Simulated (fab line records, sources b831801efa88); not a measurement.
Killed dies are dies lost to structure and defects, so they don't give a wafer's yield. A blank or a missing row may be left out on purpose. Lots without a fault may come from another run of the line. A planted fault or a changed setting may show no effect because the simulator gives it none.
fab line records | flow sky130
record lots=7 wafers=21 last_day=49
route steps=708 shown LDD_P@263 LDD_HVN@267 LDD_HVP@278 PAD_OPEN@708
lots that met no fault: from a run of the same line without faults
start_h: hours from the record's first day to the start of the lot's first wafer shown | wait_h: hours since the lot's step before | " the same as in the row above | L1.1+2: a row that stands for several wafers | - no value, or no start given | * or withheld: withheld | < > ~ a bound
route shown NAME@n: a module of which the file shows steps, and the number in the route of the first | usual: mean/standard deviation of fault-free wafers | same: alike in all rows | chamber/n: place in a boat | sites: the reading at each site | _std_site: their standard deviation | _edge_site: outer sites' mean less inner sites' | radius_mm: how far each site lies from the wafer's centre | mask NAME#n: copy n | behind: the tool/chamber that last shaped the wafer | hold: why the lot was held/for how many hours/how that ended | device: the transistor (n, p or np) that didn't switch | end of line: the same wafers' tests at the end of the route | a step without rows: its recipe alone | killed: dies lost to structure and defects at the first sort, not the wafer's yield | map: a wafer's dies, x killed, . not, _ none there
set.NAME: the setting as run; set.NAME@STEP: as run at that earlier step | model.NAME: the simulator's own value behind a step, which no gauge read
lots at some steps of the route; a table a step, a row a wafer
services: from which hour (start_h, from the record's first day; less than 0 if before it) a tool's chamber was out of use, for how many hours, and why
## steps
# step SKY_LDD_P_OVL_MEAS_08
# usual LDD_P_OVL=-1.2/1.4
# columns lot.wafer tool chamber start_h wait_h LDD_P_OVL[nm]
L957.1 overlay-02 - 481.72 0.1 -0.6
L957.3 " - " " -1.2
L957.4 " - " " -1.1
L959.1 overlay-01 - 508.42 0.1 -1.0
L959.5 " - " " -2.0
L959.6 " - " " -0.9
L961.1 overlay-01 - 514.58 0.1 0.1
L961.2 " - " " 0.8
L961.3 " - " " -0.4
L962.1 overlay-02 - 527.55 0.1 1.1
L962.2 " - " " -0.1
L962.5 " - " " 1.4
L968.1 overlay-02 - 570.47 0.1 -1.1
L968.2 " - " " -2.1
L968.6 " - " " -1.8
L971.2 overlay-02 - 600.51 0.1 -1.9
L971.5 " - " " -2.9
L971.6 " - " " -3.6
L972.3 overlay-01 - 604.48 0.1 0.9
L972.5 " - " " 0.5
L972.6 " - " " -1.2
# step SKY_LDD_P_IMPLANT_09
# recipe species=BF2 energy_kev=25 dose_cm2=1e+13 tilt_deg=withheld
# step SKY_LDD_P_STRIP_10
# recipe chemistry=O2/N2 power_w=1400 pressure_mtorr=1500 platen_temp_c=withheld o2_flow_sccm=3000 n2_flow_sccm=300 overash_fraction=0.5
# usual drypump_motor_current_A=5.5/0.64 oes_product_au=0.715/0.0044 strip_time_to_endpoint_s=14.18/0.04
# columns lot.wafer tool chamber start_h wait_h drypump_motor_current_A oes_product_au rf_hours_counter_h strip_time_to_endpoint_s
L957.1 plasma_asher-03 1 481.90 0.1 5.2 0.720 33 14.12
L957.3 " 0 " " 6.2 0.712 - 14.13
L957.4 " 1 " " 5.2 0.720 - 14.13
L959.1 plasma_asher-04 0 508.60 0.1 5.1 0.718 8 14.18
L959.5 " 0 " " 5.1 0.706 - 14.19
L959.6 " 1 " " 6.7 0.720 - 14.20
L961.1 plasma_asher-01 1 514.76 0.1 5.2 0.716 83 14.13
L961.2 " 0 " " 4.8 0.710 83 14.11
L961.3 " 1 " " 5.2 0.718 - 14.08
L962.1 plasma_asher-01 0 527.74 0.1 4.8 0.712 84 14.19
L962.2 " 1 " " 5.2 0.717 84 14.19
L962.5 " 1 " " 5.2 0.712 - 14.17
L968.1 plasma_asher-01 0 570.65 0.1 4.8 0.715 90 14.19
L968.2 " 1 " " 5.2 0.711 90 14.15
L968.6 " 0 " " 4.8 0.718 - 14.18
L971.2 plasma_asher-03 0 600.69 0.1 6.2 0.718 46 14.18
L971.5 " 0 " " 6.2 0.723 - 14.19
L971.6 " 1 " " 5.3 0.716 - 14.20
L972.3 plasma_asher-04 1 604.69 0.1 6.7 0.711 - 14.24
L972.5 " 0 " " 5.2 0.712 - 14.23
L972.6 " 1 " " 6.7 0.708 - 14.26
# step SKY_LDD_P_TW_MEAS_11
# usual LDD_P_TW=633/5.9
# columns lot.wafer tool chamber start_h wait_h LDD_P_TW
L957.1 film_metro-03 - 482.00 0.1 625
L957.3 " - " " 624
L957.4 " - " " 628
L959.1 film_metro-03 - 508.70 0.1 629
L959.5 " - " " 628
L959.6 " - " " 631
L961.1 film_metro-01 - 514.86 0.1 633
L961.2 " - " " 636
L961.3 " - " " 632
L962.1 film_metro-03 - 527.84 0.1 627
L962.2 " - " " 626
L962.5 " - " " 627
L968.1 film_metro-01 - 570.75 0.1 636
L968.2 " - " " 633
L968.6 " - " " 632
L971.2 film_metro-01 - 600.80 0.1 638
L971.5 " - " " 635
L971.6 " - " " 636
L972.3 film_metro-03 - 604.77 0.1 628
L972.5 " - " " 631
L972.6 " - " " 629
# step SKY_LDD_HVN_DEHYDRATE_00
# recipe temp_c=200 time_s=60
# step SKY_LDD_HVN_HMDS_01
# recipe prime_time_s=60 prime_temp_c=120
# step SKY_LDD_HVN_COAT_02
# recipe resist=NOVOLAK spin_rpm=3000 resist_thk_nm=300
# step SKY_LDD_HVN_SOFTBAKE_03
# recipe temp_c=90 time_s=60 resist=NOVOLAK
# step SKY_LDD_HVN_EXPOSE_04
# recipe mask_id=HVNTM na=0.6 source_shape=conventional sigma_outer=0.6 polarization=unpolarized target_cd_nm=700 dose_mj=127
# step SKY_LDD_HVN_PEB_05
# recipe temp_c=withheld time_s=* resist=NOVOLAK
# step SKY_LDD_HVN_DEVELOP_06
# recipe resist=NOVOLAK developer=TMAH develop_time_s=60 dev_temp_c=23
# step SKY_LDD_HVN_OVL_MEAS_07
# usual LDD_HVN_OVL=-1.0/1.3
# columns lot.wafer tool chamber start_h wait_h LDD_HVN_OVL[nm]
L957.1 overlay-02 - 511.71 0.1 -1.6
L957.3 " - " " -0.6
L957.4 " - " " -2.6
L959.1 overlay-01 - 538.78 0.1 0.2
L959.5 " - " " 0.9
L959.6 " - " " -1.1
L961.1 overlay-01 - 545.11 0.1 -0.4
L961.2 " - " " 0.7
L961.3 " - " " 0.0
L962.1 overlay-01 - 557.61 0.1 0.3
L962.2 " - " " -2.6
L962.5 " - " " -0.8
L968.1 overlay-02 - 600.08 0.1 -1.6
L968.2 " - " " -3.0
L968.6 " - " " -3.0
L971.2 overlay-01 - 629.51 0.1 -0.3
L971.5 " - " " -0.5
L971.6 " - " " -0.7
L972.3 overlay-01 - 632.94 0.1 0.1
L972.5 " - " " 0.1
L972.6 " - " " 1.0
# step SKY_LDD_HVN_IMPLANT_08
# recipe species=P energy_kev=60 dose_cm2=3e+13 tilt_deg=40
# usual dose_ions_cm2=2.999e+13/3.3e+10
# columns lot.wafer tool chamber start_h wait_h dose_ions_cm2
L957.1 implanter-03 0 511.74 0.0 2.999e+13
L957.3 " 0 " " 2.997e+13
L957.4 " 0 " " 2.998e+13
L959.1 implanter-01 0 538.82 0.0 3.004e+13
L959.5 " 0 " " 3e+13
L959.6 " 0 " " 3.003e+13
L961.1 implanter-03 0 545.14 0.0 2.999e+13
L961.2 " 0 " " 2.999e+13
L961.3 " 0 " " 2.996e+13
L961.1 implanter-03 0 545.46 0.3 2.999e+13
L961.2 " 0 " " 3.002e+13
L961.3 " 0 " " 2.999e+13
L962.1 implanter-04 0 557.64 0.0 3.004e+13
L962.2 " 0 " " 3.004e+13
L962.5 " 0 " " 3e+13
L962.1 implanter-04 0 557.96 0.3 2.999e+13
L962.2 " 0 " " 3e+13
L962.5 " 0 " " 3.001e+13
L968.1 implanter-01 0 600.12 0.0 3.008e+13
L968.2 " 0 " " 2.995e+13
L968.6 " 0 " " 3.001e+13
L968.1 implanter-01 0 600.72 0.6 3.003e+13
L968.2 " 0 " " 3.004e+13
L968.6 " 0 " " 3.005e+13
L971.2 implanter-01 0 629.58 0.1 3.003e+13
L971.5 " 0 " " 3.002e+13
L971.6 " 0 " " 3e+13
L972.3 implanter-01 0 633.02 0.1 3e+13
L972.5 " 0 " " 3.004e+13
L972.6 " 0 " " 3.001e+13
# step SKY_LDD_HVN_STRIP_09
# recipe chemistry=O2/N2 power_w=1400 pressure_mtorr=1500 platen_temp_c=withheld o2_flow_sccm=3000 n2_flow_sccm=300 overash_fraction=0.5
# usual drypump_motor_current_A=5.5/0.57 oes_product_au=0.409/0.0042 strip_time_to_endpoint_s=4.137/0.015
# columns lot.wafer tool chamber start_h wait_h drypump_motor_current_A oes_product_au rf_hours_counter_h strip_time_to_endpoint_s
L957.1 plasma_asher-02 0 511.89 0.1 5.8 0.410 69 4.155
L957.3 " 0 " " 5.8 0.410 - 4.151
L957.4 " 1 " " 6.5 0.407 - 4.130
L959.1 plasma_asher-02 1 538.97 0.1 6.5 0.407 72 4.114
L959.5 " 1 " " 6.5 0.407 - 4.119
L959.6 " 0 " " 5.8 0.406 - 4.136
L961.1 plasma_asher-01 0 545.61 0.1 4.9 0.409 86 4.149
L961.2 " 1 " " 5.2 0.413 86 4.143
L961.3 " 1 " " 5.2 0.414 - 4.137
L962.1 plasma_asher-01 1 558.11 0.1 5.2 0.413 88 4.148
L962.2 " 0 " " 4.8 0.398 88 4.122
L962.5 " 0 " " 4.8 0.410 - 4.149
L968.1 plasma_asher-02 1 600.87 0.1 6.4 0.405 76 4.129
L968.2 " 0 " " 5.8 0.417 76 4.166
L968.6 " 0 " " 5.8 0.411 - 4.131
L971.2 plasma_asher-01 0 629.70 0.1 4.9 0.405 95 4.118
L971.5 " 1 " " 5.2 0.409 - 4.129
L971.6 " 0 " " 4.9 0.411 - 4.126
L972.3 plasma_asher-01 1 633.15 0.1 5.2 0.402 - 4.150
L972.5 " 0 " " 4.9 0.411 - 4.172
L972.6 " 1 " " 5.2 0.405 - 4.134
# step SKY_LDD_HVN_TW_MEAS_10
# usual LDD_HVN_TW=1433/13
# columns lot.wafer tool chamber start_h wait_h LDD_HVN_TW
L957.1 film_metro-02 - 511.99 0.1 1444
L957.3 " - " " 1443
L957.4 " - " " 1443
L959.1 film_metro-03 - 539.07 0.1 1422
L959.5 " - " " 1417
L959.6 " - " " 1425
L961.1 film_metro-02 - 545.71 0.1 1810
L961.2 " - " " 1803
L961.3 " - " " 1810
L962.1 film_metro-02 - 558.21 0.1 1799
L962.2 " - " " 1798
L962.5 " - " " 1805
L968.1 film_metro-02 - 600.97 0.1 1804
L968.2 " - " " 1802
L968.6 " - " " 1802
L971.2 film_metro-02 - 629.81 0.1 1438
L971.5 " - " " 1435
L971.6 " - " " 1435
L972.3 film_metro-01 - 633.24 0.1 1430
L972.5 " - " " 1424
L972.6 " - " " 1434
# step SKY_LDD_HVP_DEHYDRATE_00
# recipe temp_c=200 time_s=60
# step SKY_PAD_OPEN_PROBE_99
# usual killed_at_M0_to_M3=44/7.4 killed_at_M4_up=3.1/1.8 killed_at_contacts=24/5.6 killed_at_front_end=15/4.9 killed_at_other=0.4/0.59 killed_dies=87/9.8 killed_open=47/7.2 killed_short=39/6.8
# same gross_dies=492 killed_at_back_side=0
# columns lot.wafer tool chamber start_h wait_h killed_at_M0_to_M3 killed_at_M4_up killed_at_contacts killed_at_front_end killed_at_other killed_dies killed_open killed_short model.etest.tip_n_5v.rs_ohm_sq model.etest.nfet_g5v0d10v5.r_on_ohm_um model.etest.nfet_g5v0d10v5.drive_ua_um model.etest.nfet_05v0_nvt.drive_ua_um model.etest.tip_n_5v.rs_ohm_sq_range model.etest.res_ndiff_hv.rs_ohm_sq model.etest.ring_5v.delay_ps model.etest.nfet_05v0_nvt.off_log10_a_um
L957.1 prober-02 - 1109.09 0.1 37 8 22 28 0 95 49 45 1369 1885 611.5 580.6 27.74 114 44.26 -10.89
L957.3 prober-02 - 1109.19 0.2 55 2 22 22 1 102 45 55 1357 1898 606 579.9 38.96 113.4 44.33 -10.88
L957.4 prober-02 - 1109.24 0.2 46 2 24 16 2 90 52 36 1369 1887 601.9 579.3 19.01 114 44.7 -10.89
L959.1 prober-02 - 1125.95 0.1 35 1 27 15 0 78 43 33 1364 1853 610.9 583.2 47.56 115.9 44.69 -10.95
L959.5 prober-02 - 1126.15 0.2 44 3 28 18 0 93 47 45 1379 1897 610.8 577 25.91 114.8 44.81 -10.99
L959.6 prober-02 - 1126.20 0.2 37 4 20 15 0 76 33 42 1376 1877 608.5 581.2 34.76 115.5 44.7 -10.88
L961.1 prober-02 - 1129.74 0.1 45 5 20 17 0 87 41 46 852.9 1694 669.7 609.8 16.35 110.8 43.14 -10.57
L961.2 prober-02 - 1129.79 0.1 48 5 20 17 1 91 47 44 850.1 1716 660.4 603.4 29.96 111 43.16 -10.76
L961.3 prober-02 - 1129.84 0.2 62 3 15 20 0 100 56 44 859.4 1697 674 614.2 20.99 111 43.22 -10.52
L962.1 prober-01 - 1137.40 0.1 38 3 23 11 0 75 49 26 836.1 1702 660.5 599.6 19.91 111.3 42.94 -10.54
L962.2 prober-01 - 1137.45 0.1 33 3 18 18 1 73 30 43 839.1 1678 660.7 602.4 14.23 111 42.61 -10.55
L962.5 prober-01 - 1137.60 0.2 42 3 28 17 0 90 50 40 839.5 1686 664.8 601.4 28.84 110.8 42.74 -10.75
L968.1 prober-01 - 1165.29 0.1 35 1 16 7 0 59 31 28 839.5 1704 670.1 607.7 19.41 107.1 43.17 -10.52
L968.2 prober-01 - 1165.34 0.1 45 0 24 12 0 81 56 25 840.8 1708 660.9 598.6 17.4 107.7 43.05 -10.65
L968.6 prober-01 - 1165.54 0.2 64 1 24 15 0 104 68 36 833.4 1739 651.8 597.5 25.81 108.7 43.83 -10.69
L971.2 prober-02 - 1184.55 0.1 46 6 32 19 0 103 52 51 1361 1876 613.4 581.7 20.17 112.2 44.3 -10.77
L971.5 prober-02 - 1184.70 0.2 39 0 23 14 0 76 41 35 1366 1893 612.4 581.3 39.18 111.2 44.88 -10.88
L971.6 prober-02 - 1184.75 0.2 42 4 25 12 0 83 42 41 1352 1845 619.9 589.6 32.28 112.4 44.37 -10.72
L972.3 prober-01 - 1184.79 0.2 32 3 34 9 1 79 45 34 1382 1889 592.2 567 29.54 112.7 45.21 -10.91
L972.5 prober-01 - 1184.89 0.2 43 5 21 7 0 76 45 31 1386 1868 606.7 572.5 35.32 112.6 44.33 -10.81
L972.6 prober-01 - 1184.94 0.2 57 1 36 9 0 103 52 51 1368 1872 605.4 570.1 33.29 113.2 44.75 -11.27
# killed by level:class
L957.1 VIA1:geometric_particle:open=16 POLY_GATE:geometric_particle:short=9 CONTACT:geometric_particle:open=6 LI_CONTACT:geometric_particle:short=6 LI_CONTACT:geometric_particle:open=6 METAL4:geometric_particle:short=6 FIELD_ISO:geometric_particle:open=5 VIA2:geometric_particle:open=5
L957.3 METAL2:geometric_particle:short=10 VIA2:geometric_particle:open=10 VIA1:geometric_particle:short=9 CONTACT:geometric_particle:open=8 CONTACT:geometric_particle:short=6 VIA2:geometric_particle:short=5 FIELD_ISO:geometric_particle:short=5 METAL1:geometric_particle:short=5
L957.4 CONTACT:geometric_particle:open=12 VIA1:geometric_particle:open=10 VIA2:geometric_particle:open=9 VIA3:geometric_particle:open=8 METAL1:geometric_particle:short=7 FIELD_ISO:geometric_particle:short=4 LI_CONTACT:geometric_particle:short=4 LI_CONTACT:geometric_particle:open=4
L959.1 VIA1:geometric_particle:open=10 LOCAL_INTERCONNECT:geometric_particle:short=9 LI_CONTACT:geometric_particle:open=8 VIA3:geometric_particle:open=8 FIELD_ISO:geometric_particle:short=5 FIELD_ISO:geometric_particle:open=4 CONTACT:geometric_particle:open=4 METAL2:geometric_particle:short=4
L959.5 CONTACT:geometric_particle:open=11 VIA1:geometric_particle:open=9 POLY_GATE:geometric_particle:short=8 VIA3:geometric_particle:open=8 CONTACT:geometric_particle:short=7 VIA1:geometric_particle:short=7 METAL1:geometric_particle:short=6 LI_CONTACT:geometric_particle:open=6
L959.6 VIA1:geometric_particle:short=8 CONTACT:geometric_particle:open=8 VIA1:geometric_particle:open=6 VIA3:geometric_particle:open=5 CONTACT:geometric_particle:short=5 POLY_GATE:geometric_particle:short=4 LI_CONTACT:geometric_particle:open=4 VIA3:geometric_particle:short=4
L961.1 METAL2:geometric_particle:short=10 VIA1:geometric_particle:open=9 FIELD_ISO:geometric_particle:open=6 VIA3:geometric_particle:open=6 CONTACT:geometric_particle:open=5 LI_CONTACT:geometric_particle:open=5 LOCAL_INTERCONNECT:geometric_particle:short=5 METAL1:geometric_particle:short=5
L961.2 VIA1:geometric_particle:open=11 FIELD_ISO:geometric_particle:short=7 CONTACT:geometric_particle:open=7 VIA3:geometric_particle:open=7 CONTACT:geometric_particle:short=6 METAL2:geometric_particle:short=6 METAL1:geometric_particle:short=5 VIA2:geometric_particle:open=5
L961.3 VIA1:geometric_particle:open=16 METAL2:geometric_particle:short=11 FIELD_ISO:geometric_particle:open=10 VIA2:geometric_particle:open=8 FIELD_ISO:geometric_particle:short=7 METAL1:geometric_particle:short=6 VIA1:geometric_particle:short=6 LI_CONTACT:geometric_particle:open=5
L962.1 VIA1:geometric_particle:open=9 CONTACT:geometric_particle:open=8 LI_CONTACT:geometric_particle:open=7 VIA3:geometric_particle:open=7 METAL1:geometric_particle:short=6 VIA2:geometric_particle:open=5 CONTACT:geometric_particle:short=4 FIELD_ISO:geometric_particle:short=3
L962.2 FIELD_ISO:geometric_particle:short=8 LI_CONTACT:geometric_particle:open=6 VIA3:geometric_particle:short=5 METAL2:geometric_particle:short=5 CONTACT:geometric_particle:open=4 POLY_GATE:geometric_particle:open=4 POLY_GATE:geometric_particle:short=4 LOCAL_INTERCONNECT:geometric_particle:short=4
L962.5 VIA1:geometric_particle:open=11 LI_CONTACT:geometric_particle:open=7 FIELD_ISO:geometric_particle:open=6 VIA2:geometric_particle:open=6 CONTACT:geometric_particle:short=6 CONTACT:geometric_particle:open=5 METAL1:geometric_particle:short=5 VIA3:geometric_particle:open=5
L968.1 VIA1:geometric_particle:open=8 METAL1:geometric_particle:short=6 LOCAL_INTERCONNECT:geometric_particle:short=5 VIA2:geometric_particle:open=5 LI_CONTACT:geometric_particle:open=4 CONTACT:geometric_particle:open=4 VIA1:geometric_particle:short=4 VIA3:geometric_particle:open=3
L968.2 VIA1:geometric_particle:open=13 CONTACT:geometric_particle:open=9 VIA2:geometric_particle:open=9 LI_CONTACT:geometric_particle:open=8 VIA3:geometric_particle:open=7 METAL2:geometric_particle:short=6 FIELD_ISO:geometric_particle:open=4 LOCAL_INTERCONNECT:geometric_particle:short=4
L968.6 VIA1:geometric_particle:open=27 LI_CONTACT:geometric_particle:open=9 CONTACT:geometric_particle:open=9 METAL2:geometric_particle:short=8 VIA2:geometric_particle:open=8 FIELD_ISO:geometric_particle:short=7 VIA3:geometric_particle:open=7 METAL1:geometric_particle:short=6
L971.2 CONTACT:geometric_particle:open=11 VIA1:geometric_particle:open=9 VIA3:geometric_particle:open=9 METAL2:geometric_particle:short=8 LOCAL_INTERCONNECT:geometric_particle:short=7 FIELD_ISO:geometric_particle:open=6 CONTACT:geometric_particle:short=6 METAL4:geometric_particle:short=6
L971.5 CONTACT:geometric_particle:open=10 VIA1:geometric_particle:open=8 CONTACT:geometric_particle:short=6 METAL2:geometric_particle:short=6 VIA2:geometric_particle:open=6 FIELD_ISO:geometric_particle:short=5 POLY_GATE:geometric_particle:short=5 LI_CONTACT:geometric_particle:open=5
L971.6 METAL1:geometric_particle:short=11 VIA1:geometric_particle:open=11 LI_CONTACT:geometric_particle:open=8 CONTACT:geometric_particle:short=8 CONTACT:geometric_particle:open=6 VIA3:geometric_particle:open=5 FIELD_ISO:geometric_particle:open=4 METAL2:geometric_particle:short=4
L972.3 CONTACT:geometric_particle:open=15 VIA1:geometric_particle:open=10 CONTACT:geometric_particle:short=8 LI_CONTACT:geometric_particle:open=5 METAL1:geometric_particle:short=5 LOCAL_INTERCONNECT:geometric_particle:short=4 METAL2:geometric_particle:short=4 VIA2:geometric_particle:open=4
L972.5 VIA1:geometric_particle:open=12 CONTACT:geometric_particle:open=8 METAL3:geometric_particle:short=5 LI_CONTACT:geometric_particle:open=4 LOCAL_INTERCONNECT:geometric_particle:short=4 METAL1:geometric_particle:short=4 METAL2:geometric_particle:short=4 VIA2:geometric_particle:open=4
L972.6 METAL1:geometric_particle:short=13 CONTACT:geometric_particle:open=9 CONTACT:geometric_particle:short=9 LOCAL_INTERCONNECT:geometric_particle:short=8 VIA1:geometric_particle:open=8 VIA1:geometric_particle:short=8 VIA3:geometric_particle:open=8 LI_CONTACT:geometric_particle:open=6
## services
# columns tool chamber start_h hours kind
plasma_asher-04 - 470.35 1.4 repair
implanter-04 - 487.50 3.2 repair
plasma_asher-01 - 504.77 2.8 pm
implanter-04 - 516.53 5.6 repair
implanter-01 - 542.31 5.9 repair
plasma_asher-04 - 546.17 2.8 pm
implanter-04 - 552.69 2.6 pm
plasma_asher-02 - 552.70 20.2 pm
plasma_asher-04 - 574.57 0.7 repair
plasma_asher-01 - 598.51 3.1 repair
implanter-04 - 605.02 1.7 repair
implanter-03 - 622.19 101.2 pm
implanter-04 - 628.67 1.3 repair
## key
first_sign step=SKY_LDD_HVN_IMPLANT_08 reading=visit direction=added
effect step=SKY_LDD_HVN_TW_MEAS_10 reading=LDD_HVN_TW direction=up sigmas=29 usual=1433 struck=1804
model_effect step=SKY_PAD_OPEN_PROBE_99 value=etest.tip_n_5v.rs_ohm_sq without=1382 struck=843.4
met_at SKY_LDD_HVN_IMPLANT_08
struck_wafers L961.1,L961.2,L961.3,L962.1,L962.2,L962.5,L968.1,L968.2,L968.6
tester_left_out L961,L962,L968
fault kind=repeated_step_whole tool=implanter-01,implanter-03,implanter-04 chamber=- onset_h=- steps=SKY_LDD_HVN_IMPLANT_08 times=1 scope=struck_lots_only
# tester_left_out: of these lots the tester's yield and bins aren't shown, on N5 and GAA mostly nor the transistor test; their killed dies are dies lost to structure and defects alone, not to doping, threshold or leakage, so they don't give the yield
